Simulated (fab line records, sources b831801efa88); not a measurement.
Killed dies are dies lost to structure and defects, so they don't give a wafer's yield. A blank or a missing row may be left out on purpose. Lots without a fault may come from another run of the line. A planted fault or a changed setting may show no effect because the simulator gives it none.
Chamber matching | flow gf180mcu | GF_V5_CVD_00 on hdpcvd-01: 3 sister chambers
The step deposits SiO2, target thk 300 nm, time 50 s. 6 wafers are shown with their chamber, then 7 later ones without.

WAFERS WITH THEIR CHAMBER
wafer  | chamber | sih4_flow_sccm (sccm)
L329.5 | 0       | 60.10
L331.2 | 0       | 59.92
L333.4 | 1       | 59.99
L333.6 | 2       | 59.63
L335.2 | 1       | 59.89
L335.3 | 2       | 59.99

WAFERS WITHOUT THEIR CHAMBER
wafer  | sih4_flow_sccm (sccm)
L335.5 | 59.99
L338.1 | 59.68
L338.3 | 59.86
L338.6 | 60.15
L347.1 | 59.83
L347.2 | 60.04
L347.6 | 60.03

WHICH CHAMBER EACH WENT THROUGH
wafer  | from the rows above          | in truth
L335.5 | can't be placed: 0 or 1 or 2 | 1
L338.1 | can't be placed: 2 or 1 or 0 | 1
L338.3 | can't be placed: 2 or 1 or 0 | 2
L338.6 | can't be placed: 0 or 1 or 2 | 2
L347.1 | can't be placed: 2 or 1 or 0 | 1
L347.2 | can't be placed: 0 or 1 or 2 | 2
L347.6 | can't be placed: 0 or 1 or 2 | 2
Placed correctly: 0 of 7. Can't be placed from these rows: 7 (the true chamber is among the candidates in 7). Placed wrongly: 0.
How it was worked out, from the rows above alone: a wafer's distance from a chamber is the root of the sum, over the readings, of the square of ((its reading less the chamber's mean) divided by the reading's scatter). The wafer belongs to the nearest chamber; if the next one is less than 2 further off, it can't be placed. A chamber's mean is the mean of its shown wafers. The scatter: the root of (the sum of the squares of (reading less its chamber's mean) over the shown wafers, divided by (wafers less chambers)).
